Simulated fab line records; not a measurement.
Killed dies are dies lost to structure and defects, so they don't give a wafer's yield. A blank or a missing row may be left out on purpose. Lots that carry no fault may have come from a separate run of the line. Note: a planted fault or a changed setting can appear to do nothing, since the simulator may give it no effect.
fab line records + flow gf180mcu
[record]
- lots = 13
- wafers = 39
- lastDay = 34
route steps=602 shown V3@453 M4@470 V4@477 MIM@508
lots untouched by any fault: they come from a run of this same line in which no faults occurred
startH: the number of hours between the record's first day and the start of the first shown wafer of the lot + waitH: hours since the lot's step before + " repeats the value in the row above + L1.1+2: one row covering several wafers at once + - no value present, or no start provided + * or withheld: withheld + < > ~ a bound
route shown NAME@n: names a module that has steps shown in the file, with the first one's number in the route + usual: average and standard deviation across the fault-free wafers + same: alike in all rows + chamber/n: place in a boat + sites: per-site readings + _std_site: the values' standard deviation + _edge_site: mean of outer sites minus mean of inner sites + radiusMm: for every site, how far away it sits from the centre of the wafer + mask NAME#n: copy n + behind: the tool/chamber that last shaped the wafer + hold: what put the lot on hold/how long, in hours/how the hold closed + device: the n, p or np transistor that did not switch + end of line: at the end of the route, the tests of the same wafers + step lacking rows: just its recipe + killed: count of dies lost to structure and defects at first sort (not the wafer's yield) + map: a wafer's dies, x killed, . not, _ none there
set.NAME: the run value of the setting; set.NAME@STEP: its run value at that earlier step + model.NAME: the simulator's own value behind a step, which no gauge read
the route's steps for a sample of lots (tables are steps, rows are wafers)
services: the hour from which a tool's chamber was out of use, counted from the record's first day as startH (under 0 if before that day), plus the number of hours and why
[[steps]]
[step GF_V3_RS_MEAS_24]
[recipe]
- thkMeasGauge = four-point-probe
- reads = W_of_V3_CVD_23+TiN_of_V3_SPUTTER_22+Ti_of_V3_SPUTTER_21
[usual]
- V3_W_RS = 0.346/0.0035
| lot.wafer | tool         | chamber | startH | waitH | V3_W_RS[ohm/sq] |
|-----------|--------------|---------|--------|-------|-----------------|
| L465.1    | filmMetro-01 | -       | 512.94 | 0.1   | 0.353           |
| L465.2    | "            | -       | "      | "     | 0.343           |
| L465.6    | "            | -       | "      | "     | 0.344           |
| L466.4    | filmMetro-01 | -       | 517.50 | 0.1   | 0.348           |
| L466.5    | "            | -       | "      | "     | 0.354           |
| L466.6    | "            | -       | "      | "     | 0.343           |
| L468.1    | filmMetro-01 | -       | 543.26 | 0.1   | 0.351           |
| L468.4    | "            | -       | "      | "     | 0.345           |
| L468.6    | "            | -       | "      | "     | 0.345           |
| L469.2    | filmMetro-01 | -       | 547.12 | 0.1   | 0.349           |
| L469.5    | "            | -       | "      | "     | 0.343           |
| L469.6    | "            | -       | "      | "     | 0.348           |
| L472.3    | filmMetro-01 | -       | 575.26 | 0.1   | 0.346           |
| L472.4    | "            | -       | "      | "     | 0.344           |
| L472.5    | "            | -       | "      | "     | 0.340           |
| L473.1    | filmMetro-01 | -       | 586.78 | 0.1   | 0.344           |
| L473.3    | "            | -       | "      | "     | 0.346           |
| L473.4    | "            | -       | "      | "     | 0.347           |
| L476.4    | filmMetro-04 | -       | 610.71 | 0.1   | 0.348           |
| L476.5    | "            | -       | "      | "     | 0.345           |
| L476.6    | "            | -       | "      | "     | 0.342           |
| L475.2    | filmMetro-01 | -       | 612.65 | 0.1   | 0.350           |
| L475.5    | "            | -       | "      | "     | 0.354           |
| L475.6    | "            | -       | "      | "     | 0.344           |
| L482.2    | filmMetro-01 | -       | 658.06 | 0.1   | 0.343           |
| L482.5    | "            | -       | "      | "     | 0.349           |
| L482.6    | "            | -       | "      | "     | 0.340           |
| L483.1    | filmMetro-02 | -       | 661.01 | 0.1   | 0.350           |
| L483.2    | "            | -       | "      | "     | 0.353           |
| L483.4    | "            | -       | "      | "     | 0.350           |
| L485.1    | filmMetro-01 | -       | 673.04 | 0.1   | 0.347           |
| L485.2    | "            | -       | "      | "     | 0.345           |
| L485.3    | "            | -       | "      | "     | 0.345           |
| L487.2    | filmMetro-02 | -       | 684.72 | 0.1   | 0.343           |
| L487.4    | "            | -       | "      | "     | 0.349           |
| L487.5    | "            | -       | "      | "     | 0.348           |
| L488.1    | filmMetro-02 | -       | 688.95 | 0.1   | 0.346           |
| L488.4    | "            | -       | "      | "     | 0.348           |
| L488.5    | "            | -       | "      | "     | 0.347           |
[step GF_M4_CD_MEAS_14]
[recipe]
- targetCdNm = 280
[usual]
- cdNm = 280.2/1.1
| lot.wafer | tool     | chamber | startH | waitH | cdNm  |
|-----------|----------|---------|--------|-------|-------|
| L465.1    | cdSem-02 | -       | 536.35 | 0.1   | 280.0 |
| L465.2    | "        | -       | "      | "     | 278.3 |
| L465.6    | "        | -       | "      | "     | 278.5 |
| L466.4    | cdSem-01 | -       | 541.22 | 0.2   | 279.7 |
| L466.5    | "        | -       | "      | "     | 279.8 |
| L466.6    | "        | -       | "      | "     | 279.9 |
| L468.1    | cdSem-01 | -       | 566.90 | 0.1   | 280.2 |
| L468.4    | "        | -       | "      | "     | 279.9 |
| L468.6    | "        | -       | "      | "     | 280.7 |
| L469.2    | cdSem-01 | -       | 569.72 | 0.1   | 280.2 |
| L469.5    | "        | -       | "      | "     | 280.6 |
| L469.6    | "        | -       | "      | "     | 278.7 |
| L472.3    | cdSem-02 | -       | 597.63 | 0.1   | 280.9 |
| L472.4    | "        | -       | "      | "     | 280.7 |
| L472.5    | "        | -       | "      | "     | 280.8 |
| L473.1    | cdSem-02 | -       | 608.65 | 0.1   | 281.0 |
| L473.3    | "        | -       | "      | "     | 281.0 |
| L473.4    | "        | -       | "      | "     | 280.9 |
| L476.4    | cdSem-01 | -       | 631.21 | 0.1   | 278.7 |
| L476.5    | "        | -       | "      | "     | 280.0 |
| L476.6    | "        | -       | "      | "     | 280.0 |
| L475.2    | cdSem-01 | -       | 633.17 | 0.1   | 281.5 |
| L475.5    | "        | -       | "      | "     | 282.1 |
| L475.6    | "        | -       | "      | "     | 281.9 |
| L482.2    | cdSem-02 | -       | 677.66 | 0.1   | 279.8 |
| L482.5    | "        | -       | "      | "     | 279.7 |
| L482.6    | "        | -       | "      | "     | 278.3 |
| L483.1    | cdSem-02 | -       | 681.10 | 0.1   | 280.7 |
| L483.2    | "        | -       | "      | "     | 281.1 |
| L483.4    | "        | -       | "      | "     | 280.0 |
| L485.1    | cdSem-02 | -       | 692.78 | 0.2   | 279.2 |
| L485.2    | "        | -       | "      | "     | 279.8 |
| L485.3    | "        | -       | "      | "     | 279.2 |
| L487.2    | cdSem-01 | -       | 704.22 | 0.1   | 280.6 |
| L487.4    | "        | -       | "      | "     | 279.4 |
| L487.5    | "        | -       | "      | "     | 280.4 |
| L488.1    | cdSem-02 | -       | 708.52 | 0.1   | 281.4 |
| L488.4    | "        | -       | "      | "     | 280.9 |
| L488.5    | "        | -       | "      | "     | 281.5 |
[step GF_V4_THK_MEAS_01]
[recipe]
- reads = SiO2_of_V4_CVD_00
[usual]
- V4_CVD_00_THK = 600/6.3
| lot.wafer | tool         | chamber | startH | waitH | V4_CVD_00_THK[nm] |
|-----------|--------------|---------|--------|-------|-------------------|
| L465.1    | filmMetro-04 | -       | 537.27 | 0.0   | 603               |
| L465.2    | "            | -       | "      | "     | 614               |
| L465.6    | "            | -       | "      | "     | 602               |
| L466.4    | filmMetro-04 | -       | 542.16 | 0.1   | 590               |
| L466.5    | "            | -       | "      | "     | 595               |
| L466.6    | "            | -       | "      | "     | 610               |
| L468.1    | filmMetro-03 | -       | 567.81 | 0.1   | 597               |
| L468.4    | "            | -       | "      | "     | 609               |
| L468.6    | "            | -       | "      | "     | 599               |
| L469.2    | filmMetro-04 | -       | 570.61 | 0.0   | 599               |
| L469.5    | "            | -       | "      | "     | 602               |
| L469.6    | "            | -       | "      | "     | 600               |
| L472.3    | filmMetro-04 | -       | 598.50 | 0.1   | 609               |
| L472.4    | "            | -       | "      | "     | 606               |
| L472.5    | "            | -       | "      | "     | 604               |
| L473.1    | filmMetro-03 | -       | 609.69 | 0.0   | 605               |
| L473.3    | "            | -       | "      | "     | 602               |
| L473.4    | "            | -       | "      | "     | 589               |
| L476.4    | filmMetro-02 | -       | 632.07 | 0.0   | 594               |
| L476.5    | "            | -       | "      | "     | 601               |
| L476.6    | "            | -       | "      | "     | 594               |
| L475.2    | filmMetro-03 | -       | 634.05 | 0.0   | 606               |
| L475.5    | "            | -       | "      | "     | 600               |
| L475.6    | "            | -       | "      | "     | 593               |
| L482.2    | filmMetro-02 | -       | 678.62 | 0.0   | 595               |
| L482.5    | "            | -       | "      | "     | 610               |
| L482.6    | "            | -       | "      | "     | 597               |
| L483.1    | filmMetro-04 | -       | 682.02 | 0.0   | 600               |
| L483.2    | "            | -       | "      | "     | 609               |
| L483.4    | "            | -       | "      | "     | 595               |
| L485.1    | filmMetro-04 | -       | 693.83 | 0.0   | 600               |
| L485.2    | "            | -       | "      | "     | 602               |
| L485.3    | "            | -       | "      | "     | 591               |
| L487.2    | filmMetro-04 | -       | 705.14 | 0.0   | 597               |
| L487.4    | "            | -       | "      | "     | 610               |
| L487.5    | "            | -       | "      | "     | 608               |
| L488.1    | filmMetro-03 | -       | 709.41 | 0.0   | 597               |
| L488.4    | "            | -       | "      | "     | 597               |
| L488.5    | "            | -       | "      | "     | 608               |
[step GF_MIM_CVD_05]
[recipe]
- material = Si3N4
- targetThkNm = 42
- tempMaxC = 400
- tempC = 385
- timeS = 29.086
- rfW = 450
[usual]
- heaterPowerW = 649/73
- runLengthS = 57.0/0.58
| lot.wafer | tool     | chamber | startH | waitH | heaterPowerW | runLengthS |
|-----------|----------|---------|--------|-------|--------------|------------|
| L465.1    | pecvd-02 | 0       | 562.49 | 0.0   | 733          | 57.4       |
| L465.2    | "        | 2       | "      | "     | 559          | 56.9       |
| L465.6    | "        | 0       | "      | "     | 754          | 57.6       |
| L466.4    | pecvd-01 | 2       | 566.76 | 0.0   | 585          | 57.1       |
| L466.5    | "        | 0       | "      | "     | 650          | 57.7       |
| L466.6    | "        | 1       | "      | "     | 647          | 57.0       |
| L468.1    | pecvd-02 | 1       | 592.12 | 0.0   | 615          | 56.9       |
| L468.4    | "        | 2       | "      | "     | 463          | 56.8       |
| L468.6    | "        | 0       | "      | "     | 681          | 57.5       |
| L469.2    | pecvd-02 | 0       | 594.29 | 0.0   | 720          | 57.6       |
| L469.5    | "        | 0       | "      | "     | 710          | 57.8       |
| L469.6    | "        | 2       | "      | "     | 514          | 56.9       |
| L472.3    | pecvd-03 | 1       | 622.11 | 0.0   | 715          | 57.5       |
| L472.4    | "        | 1       | "      | "     | 742          | 58.0       |
| L472.5    | "        | 2       | "      | "     | 589          | 56.6       |
| L473.1    | pecvd-02 | 2       | 631.79 | 0.0   | 514          | 57.1       |
| L473.3    | "        | 0       | "      | "     | 726          | 60.8       |
| L473.4    | "        | 1       | "      | "     | 690          | 57.2       |
| L476.4    | pecvd-02 | 1       | 653.76 | 0.0   | 739          | 56.7       |
| L476.5    | "        | 2       | "      | "     | 559          | 57.0       |
| L476.6    | "        | 0       | "      | "     | 653          | 60.4       |
| L475.2    | pecvd-02 | 2       | 656.22 | 0.0   | 470          | 56.9       |
| L475.5    | "        | 0       | "      | "     | 611          | 60.7       |
| L475.6    | "        | 1       | "      | "     | 739          | 57.1       |
| L482.2    | pecvd-03 | 0       | 698.77 | 0.0   | 756          | 56.1       |
| L482.5    | "        | 0       | "      | "     | 740          | 55.6       |
| L482.6    | "        | 1       | "      | "     | 829          | 57.4       |
| L483.1    | pecvd-01 | 2       | 702.06 | 0.0   | 610          | 56.6       |
| L483.2    | "        | 0       | "      | "     | 633          | 57.5       |
| L483.4    | "        | 2       | "      | "     | 591          | 56.7       |
| L485.1    | pecvd-03 | 2       | 714.38 | 0.0   | 614          | 56.6       |
| L485.2    | "        | 0       | "      | "     | 703          | 56.0       |
| L485.3    | "        | 0       | "      | "     | 690          | 56.0       |
| L487.2    | pecvd-01 | 1       | 725.11 | 0.0   | 566          | 56.5       |
| L487.4    | "        | 2       | "      | "     | 695          | 56.7       |
| L487.5    | "        | 1       | "      | "     | 574          | 56.4       |
| L488.1    | pecvd-03 | 2       | 729.50 | 0.0   | 586          | 56.4       |
| L488.4    | "        | 0       | "      | "     | 628          | 56.3       |
| L488.5    | "        | 2       | "      | "     | 602          | 56.5       |
[step GF_MIM_THK_MEAS_06]
[recipe]
- reads = Si3N4_of_MIM_CVD_05
[usual]
- MIM_CVD_05_THK = 42.1/0.62
| lot.wafer | tool         | chamber | startH | waitH | MIM_CVD_05_THK[nm] |
|-----------|--------------|---------|--------|-------|--------------------|
| L465.1    | filmMetro-01 | -       | 562.53 | 0.0   | 41.5               |
| L465.2    | "            | -       | "      | "     | 41.6               |
| L465.6    | "            | -       | "      | "     | 42.7               |
| L466.4    | filmMetro-01 | -       | 566.81 | 0.0   | 42.1               |
| L466.5    | "            | -       | "      | "     | 41.2               |
| L466.6    | "            | -       | "      | "     | 41.8               |
| L468.1    | filmMetro-01 | -       | 592.16 | 0.0   | 41.9               |
| L468.4    | "            | -       | "      | "     | 42.0               |
| L468.6    | "            | -       | "      | "     | 42.8               |
| L469.2    | filmMetro-03 | -       | 594.34 | 0.0   | 41.9               |
| L469.5    | "            | -       | "      | "     | 42.2               |
| L469.6    | "            | -       | "      | "     | 42.4               |
| L472.3    | filmMetro-04 | -       | 622.16 | 0.0   | 41.9               |
| L472.4    | "            | -       | "      | "     | 42.8               |
| L472.5    | "            | -       | "      | "     | 43.3               |
| L473.1    | filmMetro-01 | -       | 631.83 | 0.0   | 41.3               |
| L473.3    | "            | -       | "      | "     | 45.9               |
| L473.4    | "            | -       | "      | "     | 42.0               |
| L476.4    | filmMetro-01 | -       | 653.80 | 0.0   | 43.0               |
| L476.5    | "            | -       | "      | "     | 42.8               |
| L476.6    | "            | -       | "      | "     | 47.1               |
| L475.2    | filmMetro-01 | -       | 656.26 | 0.0   | 42.1               |
| L475.5    | "            | -       | "      | "     | 47.1               |
| L475.6    | "            | -       | "      | "     | 43.3               |
| L482.2    | filmMetro-01 | -       | 698.81 | 0.0   | 41.6               |
| L482.5    | "            | -       | "      | "     | 41.9               |
| L482.6    | "            | -       | "      | "     | 41.8               |
| L483.1    | filmMetro-03 | -       | 702.09 | 0.0   | 42.3               |
| L483.2    | "            | -       | "      | "     | 41.9               |
| L483.4    | "            | -       | "      | "     | 42.6               |
| L485.1    | filmMetro-03 | -       | 714.43 | 0.0   | 42.2               |
| L485.2    | "            | -       | "      | "     | 41.5               |
| L485.3    | "            | -       | "      | "     | 42.3               |
| L487.2    | filmMetro-01 | -       | 725.16 | 0.0   | 40.8               |
| L487.4    | "            | -       | "      | "     | 42.0               |
| L487.5    | "            | -       | "      | "     | 41.1               |
| L488.1    | filmMetro-03 | -       | 729.54 | 0.0   | 42.2               |
| L488.4    | "            | -       | "      | "     | 43.2               |
| L488.5    | "            | -       | "      | "     | 43.6               |
[[services]]
| tool     | chamber | startH | hours | kind      |
|----------|---------|--------|-------|-----------|
| pecvd-02 | -       | 547.11 | 2.8   | pm        |
| pecvd-01 | 2       | 555.89 | 3.9   | repair    |
| pecvd-01 | -       | 591.12 | 14.0  | pm        |
| pecvd-01 | 0       | 591.12 | 14.0  | ventCycle |
| pecvd-01 | 1       | 591.12 | 14.0  | ventCycle |
| pecvd-01 | 2       | 591.12 | 14.0  | ventCycle |
| pecvd-01 | 0       | 605.12 | -     | clean     |
| pecvd-01 | 1       | 605.12 | -     | clean     |
| pecvd-01 | 2       | 605.12 | -     | clean     |
| pecvd-01 | -       | 648.55 | 6.0   | pm        |
| pecvd-03 | 1       | 710.90 | 4.6   | repair    |
[[key]]
[firstSign]
- step = GF_MIM_CVD_05
- reading = runLengthS
- direction = up
- sigmas = 6.2
- usual = *
- struck = *
[effect]
- step = GF_MIM_THK_MEAS_06
- reading = MIM_CVD_05_THK
- direction = up
- sigmas = 7.4
- usual = 42.1
- struck = 46.7
metAt GF_MIM_CVD_05
struckLots L473,L475,L476
struckWafers L473.3,L475.5,L476.6
notActingAt GF_V3_RS_MEAS_24,GF_M4_CD_MEAS_14,GF_V4_THK_MEAS_01
onsetBetween 594.29 631.79
[fault]
- kind = processParameterDrift
- tool = pecvd-02
- chamber = 0
- onsetH = 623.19
- steps = GF_MIM_CVD_05
- channel = timeS
- offset = *
- shape = step
- endH = 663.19
- actsIn = *
- stated = *
